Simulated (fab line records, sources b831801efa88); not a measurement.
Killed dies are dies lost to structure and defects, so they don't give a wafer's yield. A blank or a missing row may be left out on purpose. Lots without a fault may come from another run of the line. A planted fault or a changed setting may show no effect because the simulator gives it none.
Problem report in the 8D (eight disciplines) form, filled by code | flow sky130 | the parts of the form that need people (team, actions taken, sign-off) are left out

1. THE PROBLEM
cathode_dc_power_W at SKY_CAP2M_SPUTTER_02 reads a mean of 6331.2 W on 2 wafers of 2 lots; wafers without a fault read 6500.0 W with a standard deviation of 1.2. That is -99 or more standard deviations from the usual mean.
The step: material TiN, target thk 200 nm, time 166.7 s.
First seen on wafer L122.6, day 46 04:14, on pvd_sputter-04. The record holds 40 wafers of 14 lots with a number at this step. Rule for "out", or "out of limits": more than 4 standard deviations from the usual mean. The other wafers with a number count as sound.

2. WHAT IT IS AND WHAT IT IS NOT
question                    | is                 | is not
which readings at this step | cathode_dc_power_W | chamber_pressure_pa, throttle_valve_pct
which lots                  | L121, L122         | L100, L102, L103, L104, L105, L106, L107, L108, L110, L112, L118, L123
which wafers of those lots  | L121.4, L122.6     | L121.3, L121.5
read on which tools         | pvd_sputter-04     | pvd_sputter-02, pvd_sputter-03
when                        | from day 46 04:14  | up to then (33 sound wafers); but 5 sound wafers of L121, L123 came after

3. SUSPECTS, AND WHAT RULES EACH OUT
Counting: a tool at a process step up to the reading stays a suspect if it ran every lot that is out. Sound lots after the first of them don't rule it out here, since some wafers of a struck lot are sound.
- pvd_sputter-04 at SKY_CAP2M_SPUTTER_02 (material TiN, target thk 200 nm, time 166.7 s): kept. It ran every lot that is out, first L122 (day 46 04:14); its last sound lot up to then is L112 (day 43 18:33). Its own readings are out on those wafers: cathode_dc_power_W.
Left after counting: pvd_sputter-04 at SKY_CAP2M_SPUTTER_02.

4. THE CAUSE (what the simulator had put in)
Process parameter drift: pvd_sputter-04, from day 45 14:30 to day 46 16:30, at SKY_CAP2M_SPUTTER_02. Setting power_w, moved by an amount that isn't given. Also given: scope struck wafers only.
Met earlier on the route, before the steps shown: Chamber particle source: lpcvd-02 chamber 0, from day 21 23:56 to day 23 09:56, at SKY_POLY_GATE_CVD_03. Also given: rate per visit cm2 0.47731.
Counting left only this tool.

5. THE CHAIN OF EFFECTS, in route order
Each row: a reading whose mean over the struck wafers that have a number lies more than 3 standard deviations from the usual. Only readings for which the record gives a usual standard deviation are gone through. hours: the time from each lot's start at the first step in this table that gives one to its start at this step, as a median over the lots. sigmas: the change in usual standard deviations.
hours | step                 | reading            | usual    | on struck wafers | change | sigmas
0     | SKY_CAP2M_SPUTTER_02 | cathode_dc_power_W | 6500.0 W | 6331.2           | -168.8 | -99 or more
The process steps in it:
- SKY_CAP2M_SPUTTER_02: material TiN, target thk 200 nm, time 166.7 s.

6. WHAT WOULD HAVE CAUGHT IT SOONER
In this record the first reading out of limits was taken at day 46 04:14, 14 hours after the fault began at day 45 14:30.
